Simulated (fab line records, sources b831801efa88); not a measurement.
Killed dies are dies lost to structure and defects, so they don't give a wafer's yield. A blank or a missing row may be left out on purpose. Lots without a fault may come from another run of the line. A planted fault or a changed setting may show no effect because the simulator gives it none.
Which tool did it? | flow gf180mcu | 14 lots, 42 wafers sampled, at 5 steps of a route of 602

WHAT THE GAUGES READ, wafer by wafer
GF_MVPSD_OVL_MEAS_07. Usual: MVPSD_OVL -0.1 nm, standard deviation 1.5.
lot  | measured     | on         | MVPSD_OVL (nm) | flag
L431 | day 5 10:33  | overlay-01 | 1.7 -0.3 0.4   |
L432 | day 5 20:31  | overlay-02 | -0.3 0.8 1.0   |
L433 | day 6 01:47  | overlay-02 | 0.1 -0.9 1.6   |
L434 | day 6 07:57  | overlay-01 | 0.3 1.3 -0.7   |
L435 | day 6 12:11  | overlay-02 | 0.9 0.5 0.2    |
L436 | day 6 18:51  | overlay-02 | -0.6 1.5 -0.6  |
L442 | day 8 05:51  | overlay-02 | 0.8 1.1 1.9    |
L444 | day 8 16:27  | overlay-02 | 0.3 1.3 -1.3   |
L445 | day 9 00:01  | overlay-01 | 6.8 5.4 4.3    | OFF
L446 | day 9 06:04  | overlay-01 | -2.2 -4.2 -2.2 |
L449 | day 9 22:24  | overlay-01 | 5.1 5.6 2.9    | OFF
L450 | day 10 06:52 | overlay-01 | -0.2 0.6 -1.7  |
L451 | day 10 10:00 | overlay-02 | -0.9 -3.2 -1.3 |
L452 | day 10 17:20 | overlay-01 | 1.3 1.5 0.7    |

GF_V1_THK_MEAS_03. Usual: V1_CVD_02_THK 851 nm, standard deviation 13.
lot  | measured     | on            | V1_CVD_02_THK (nm) | flag
L431 | day 17 12:32 | film_metro-04 | 857 854 862        |
L432 | day 18 06:11 | film_metro-03 | 859 854 864        |
L433 | day 18 22:08 | film_metro-02 | 822 848 842        |
L434 | day 19 12:52 | film_metro-03 | 866 856 866        |
L435 | day 19 14:03 | film_metro-02 | 830 866 848        |
L436 | day 20 21:47 | film_metro-03 | 818 854 840        |
L442 | day 22 06:31 | film_metro-04 | 836 846 837        |
L444 | day 23 04:19 | film_metro-03 | 859 852 866        |
L445 | day 23 04:32 | film_metro-03 | 835 846 867        |
L446 | day 22 22:40 | film_metro-04 | 853 841 866        |
L449 | day 23 19:58 | film_metro-03 | 831 864 840        |
L450 | day 24 05:58 | film_metro-02 | 865 872 876        |
L451 | day 24 13:29 | film_metro-03 | 840 861 859        |
L452 | day 24 22:04 | film_metro-04 | 849 845 856        |

GF_V1_BOW_MEAS_05. Usual: V1_BOW 82 um, standard deviation 8.5.
lot  | measured     | on            | V1_BOW (um) | flag
L431 | day 17 12:53 | film_metro-02 | 80 80 83    |
L432 | day 18 06:40 | film_metro-02 | 77 81 88    |
L433 | day 18 22:30 | film_metro-03 | 73 72 80    |
L434 | day 19 13:13 | film_metro-04 | 90 70 85    |
L435 | day 19 14:25 | film_metro-03 | 90 79 70    |
L436 | day 20 22:09 | film_metro-02 | 78 78 77    |
L442 | day 22 06:53 | film_metro-04 | 75 83 82    |
L444 | day 23 04:40 | film_metro-04 | 94 82 87    |
L445 | day 23 04:55 | film_metro-04 | 74 78 71    |
L446 | day 22 23:03 | film_metro-03 | 76 68 90    |
L449 | day 23 20:19 | film_metro-04 | 83 77 85    |
L450 | day 24 06:21 | film_metro-04 | 82 80 83    |
L451 | day 24 13:50 | film_metro-04 | 78 81 90    |
L452 | day 24 22:43 | film_metro-04 | 85 82 79    |

WHICH TOOL RAN EACH LOT (tool, then ch and the chambers of the sampled wafers, then the start)
lot  | GF_MVPSD_EXPOSE_04                  | GF_V1_CVD_02
L431 | iline_stepper-01 ch 0, day 5 03:40  | pecvd-01 ch 0,1,2, day 17 12:28
L432 | iline_stepper-01 ch 0, day 5 13:37  | pecvd-01 ch 0,1,2, day 18 06:07
L433 | iline_stepper-02 ch 0, day 5 18:55  | pecvd-04 ch 0,1,2, day 18 22:04
L434 | iline_stepper-01 ch 0, day 6 00:22  | pecvd-01 ch 0,1,2, day 19 12:47
L435 | iline_stepper-02 ch 0, day 6 05:07  | pecvd-03 ch 0,2, day 19 13:59
L436 | iline_stepper-01 ch 0, day 6 11:37  | pecvd-03 ch 0,1,2, day 20 21:43
L442 | iline_stepper-02 ch 0, day 7 21:32  | pecvd-04 ch 0,1,2, day 22 06:26
L444 | iline_stepper-01 ch 0, day 8 08:58  | pecvd-01 ch 1,2, day 23 04:15
L445 | iline_stepper-02 ch 0, day 8 15:39  | pecvd-04 ch 0,1, day 23 04:26
L446 | iline_stepper-01 ch 0, day 8 21:56  | pecvd-03 ch 0,1,2, day 22 22:36
L449 | iline_stepper-02 ch 0, day 9 14:25  | pecvd-04 ch 0,1, day 23 19:53
L450 | iline_stepper-01 ch 0, day 9 22:34  | pecvd-01 ch 0,1,2, day 24 05:53
L451 | iline_stepper-01 ch 0, day 10 01:44 | pecvd-01 ch 0,2, day 24 13:23
L452 | iline_stepper-01 ch 0, day 10 08:37 | pecvd-01 ch 1,2, day 24 21:59
- GF_MVPSD_EXPOSE_04: exposes mask MVPSD, target cd 1000 nm.
- GF_V1_CVD_02: deposits SiO2 from TEOS, target thk 850 nm, time 94.851 s.

WHAT THE TOOLS THEMSELVES READ (means of the sampled wafers that have a number; where no wafer has one, the mark that the record gives instead)
GF_V1_CVD_02. Usual: heater_power_w 703 W, standard deviation 100.
lot  | tool     | heater_power_w (W) | flag
L431 | pecvd-01 | 701                |
L432 | pecvd-01 | 689                |
L433 | pecvd-04 | 820                |
L434 | pecvd-01 | 651                |
L435 | pecvd-03 | 567                |
L436 | pecvd-03 | 670                |
L442 | pecvd-04 | 701                |
L444 | pecvd-01 | 662                |
L445 | pecvd-04 | 751                |
L446 | pecvd-03 | 715                |
L449 | pecvd-04 | 790                |
L450 | pecvd-01 | 693                |
L451 | pecvd-01 | 680                |
L452 | pecvd-01 | 674                |

THE ANSWER, worked out from the rows above alone
Rule: a lot is off if the mean of its wafers that have a number lies more than 3 standard deviations from the usual mean. A lot without any number at a reading at which 4 lots or more have one is off too. The other lots that the step has rows for count as sound. The gauges are gone through in route order, then the tools' own readings, and for those a lot's mean is taken as printed above. The first step at which some lot is off is used, and at that step the reading that is off furthest; a lot without a number counts as furthest.
Off: L445, L449, at GF_MVPSD_OVL_MEAS_07 (MVPSD_OVL).
A tool fits if, at a process step before that reading, it ran every lot that is off, and no sound lot after the first of them. The gauges at GF_MVPSD_OVL_MEAS_07 are tried like those tools. One fits: iline_stepper-02 at GF_MVPSD_EXPOSE_04. Its last sound lot is L442 (day 7 21:32), its first lot that is off L445 (day 8 15:39): a fault that began between those two fits.

WHAT THE SIMULATOR HAD PUT IN
Scanner matching overlay: iline_stepper-02, from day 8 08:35 on, at GF_MVPSD_EXPOSE_04. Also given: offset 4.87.
Lots struck among those shown: L445, L449. The rule above found the same.
